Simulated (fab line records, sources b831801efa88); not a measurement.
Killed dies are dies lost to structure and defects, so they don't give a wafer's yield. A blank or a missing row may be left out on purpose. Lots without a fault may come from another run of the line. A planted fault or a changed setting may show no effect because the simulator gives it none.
Which tool did it? | flow sky130 | 13 lots, 39 wafers sampled, at 5 steps of a route of 708

WHAT THE GAUGES READ, wafer by wafer
SKY_FIELD_ISO_CD_MEAS_13: target cd 150 nm. Usual: cd_nm 150.2 nm, standard deviation 1.6.
lot  | measured    | on        | cd_nm (nm)        | flag
L819 | day 2 20:20 | cd_sem-01 | 152.7 151.2 151.7 |
L818 | day 2 20:31 | cd_sem-02 | 149.3 148.0 147.8 |
L817 | day 2 20:40 | cd_sem-01 | 151.1 149.4 150.4 |
L821 | day 3 05:59 | cd_sem-01 | 154.0 153.2 152.7 |
L822 | day 3 11:52 | cd_sem-01 | 150.0 150.8 149.5 |
L823 | day 3 11:55 | cd_sem-02 | 146.8 147.8 149.7 |
L824 | day 3 21:13 | cd_sem-02 | 150.7 151.4 152.4 |
L825 | day 4 02:43 | cd_sem-01 | 149.9 149.5 149.4 |
L833 | day 5 21:07 | cd_sem-02 | 149.9 152.5 150.6 |
L835 | day 6 04:10 | cd_sem-02 | 150.4 149.7 151.1 |
L836 | day 6 10:01 | cd_sem-02 | 150.1 149.4 148.9 |
L837 | day 6 15:38 | cd_sem-01 | 147.5 147.1 147.8 |
L838 | day 6 22:04 | cd_sem-01 | 152.3 150.9 152.4 |

SKY_NWELL_OVL_MEAS_10. Usual: NWELL_00_OVL 0.4 nm, standard deviation 1.7.
lot  | measured    | on         | NWELL_00_OVL (nm) | flag
L819 | day 5 02:19 | overlay-01 | -2.2 -1.4 -0.7    |
L818 | day 5 06:25 | overlay-02 | 2.8 1.1 1.4       |
L817 | day 5 06:56 | overlay-02 | 2.4 2.2 2.0       |
L821 | day 5 17:46 | overlay-01 | 0.8 1.1 1.4       |
L822 | day 5 22:55 | overlay-01 | -1.5 -0.6 -2.2    |
L823 | day 5 22:43 | overlay-02 | 2.7 0.2 1.1       |
L824 | day 6 07:16 | overlay-02 | 1.0 0.8 1.8       |
L825 | day 6 13:52 | overlay-02 | 3.1 1.8 1.3       |
L833 | day 8 18:12 | overlay-01 | -2.0 -2.1 -2.1    |
L835 | day 8 23:12 | overlay-02 | 2.7 0.8 2.7       |
L836 | day 9 04:48 | overlay-02 | 0.6 -0.1 -0.5     |
L837 | day 9 13:04 | overlay-01 | 2.8 3.5 2.7       |
L838 | day 9 19:13 | overlay-01 | 1.8 1.1 1.4       |

SKY_VT_ADJUST_LVTN_OVL_MEAS_18. Usual: VT_ADJUST_LVTN_01_OVL 0.4 nm, standard deviation 1.5.
lot  | measured     | on         | VT_ADJUST_LVTN_01_OVL (nm) | flag
L819 | day 8 09:26  | overlay-01 | 1.1 1.4 1.5                |
L818 | day 8 13:01  | overlay-01 | -1.1 -0.5 0.0              |
L817 | day 8 13:56  | overlay-02 | 0.8 -0.2 0.4               |
L821 | day 9 02:35  | overlay-02 | 0.1 -0.1 -0.7              |
L822 | day 9 09:10  | overlay-02 | -0.4 0.0 1.1               |
L823 | day 9 08:13  | overlay-02 | -2.0 -0.9 -2.9             |
L824 | day 9 18:22  | overlay-02 | -0.7 -1.7 -1.3             |
L825 | day 10 01:46 | overlay-02 | -1.2 -2.1 0.4              |
L833 | day 12 12:46 | overlay-01 | 1.0 1.6 -0.4               |
L835 | day 12 19:55 | overlay-01 | 0.5 0.4 2.0                |
L836 | day 13 02:55 | overlay-01 | 3.7 2.5 1.5                |
L837 | day 13 14:51 | overlay-01 | -0.4 0.4 2.6               |
L838 | day 13 19:37 | overlay-01 | 2.2 1.0 2.3                |

SKY_LDD_HVP_TW_MEAS_10. Usual: LDD_HVP_TW 456, standard deviation 3.8.
lot  | measured     | on            | LDD_HVP_TW  | flag
L819 | day 22 21:11 | film_metro-01 | 459 459 458 |
L818 | day 22 19:22 | film_metro-02 | 453 452 452 |
L817 | day 22 18:19 | film_metro-01 | 460 458 458 |
L821 | day 24 22:30 | film_metro-02 | 450 449 454 |
L822 | day 25 00:01 | film_metro-01 | 457 458 458 |
L823 | day 24 22:49 | film_metro-01 | 433 434 435 | OFF
L824 | day 25 01:18 | film_metro-03 | 437 440 442 | OFF
L825 | day 25 01:40 | film_metro-02 | 453 454 452 |
L833 | day 27 13:36 | film_metro-01 | 461 459 460 |
L835 | day 27 23:18 | film_metro-02 | 452 455 452 |
L836 | day 28 15:54 | film_metro-02 | 454 454 454 |
L837 | day 28 18:08 | film_metro-01 | 456 458 457 |
L838 | day 29 06:55 | film_metro-01 | 457 460 456 |

WHICH TOOL RAN EACH LOT (tool, then ch and the chambers of the sampled wafers, then the start)
lot  | SKY_LDD_HVP_IMPLANT_08
L819 | implanter-01 ch 0, day 22 20:59
L818 | implanter-02 ch 0, day 22 19:07
L817 | implanter-02 ch 0, day 22 18:06
L821 | implanter-02 ch 0, day 24 22:14
L822 | implanter-04 ch 0, day 24 23:46
L823 | implanter-01 ch 0, day 24 22:34
L824 | implanter-01 ch 0, day 25 01:03
L825 | implanter-02 ch 0, day 25 01:25
L833 | implanter-01 ch 0, day 27 13:21
L835 | implanter-02 ch 0, day 27 23:03
L836 | implanter-01 ch 0, day 28 15:39
L837 | implanter-02 ch 0, day 28 17:55
L838 | implanter-04 ch 0, day 29 06:40
- SKY_LDD_HVP_IMPLANT_08

WHAT THE TOOLS THEMSELVES READ (means of the sampled wafers that have a number; where no wafer has one, the mark that the record gives instead)
SKY_LDD_HVP_IMPLANT_08. Usual: dose_ions_cm2 1.7e+13, standard deviation 1.8e+10; faraday_current_uA 95.9, standard deviation 1.7.
lot  | tool         | dose_ions_cm2 | faraday_current_uA | flag
L819 | implanter-01 | 1.7e+13       | 96.9               |
L818 | implanter-02 | 1.7e+13       | 95.8               |
L817 | implanter-02 | 1.7e+13       | 95.0               |
L821 | implanter-02 | 1.7e+13       | 95.3               |
L822 | implanter-04 | 1.7e+13       | 93.4               |
L823 | implanter-01 | 1.5e+13       | 83.9               | OFF
L824 | implanter-01 | 1.5e+13       | 82.5               | OFF
L825 | implanter-02 | 1.7e+13       | 99.1               |
L833 | implanter-01 | 1.7e+13       | 96.7               |
L835 | implanter-02 | 1.7e+13       | 94.8               |
L836 | implanter-01 | 1.7e+13       | 95.7               |
L837 | implanter-02 | 1.7e+13       | 97.5               |
L838 | implanter-04 | 1.7e+13       | 96.9               |

THE ANSWER, worked out from the rows above alone
Rule: a lot is off if the mean of its wafers that have a number lies more than 3 standard deviations from the usual mean. A lot without any number at a reading at which 4 lots or more have one is off too. The other lots that the step has rows for count as sound. The gauges are gone through in route order, then the tools' own readings, and for those a lot's mean is taken as printed above. The first step at which some lot is off is used, and at that step the reading that is off furthest; a lot without a number counts as furthest.
Off: L823, L824, at SKY_LDD_HVP_TW_MEAS_10 (LDD_HVP_TW).
A tool fits if, at a process step before that reading, it ran every lot that is off, and no sound lot after the first of them. The gauges at SKY_LDD_HVP_TW_MEAS_10 aren't tried: what is off there is off at SKY_LDD_HVP_IMPLANT_08 too, on other tools, and a gauge's error can't cause that. None of those tried fits.

WHAT THE SIMULATOR HAD PUT IN
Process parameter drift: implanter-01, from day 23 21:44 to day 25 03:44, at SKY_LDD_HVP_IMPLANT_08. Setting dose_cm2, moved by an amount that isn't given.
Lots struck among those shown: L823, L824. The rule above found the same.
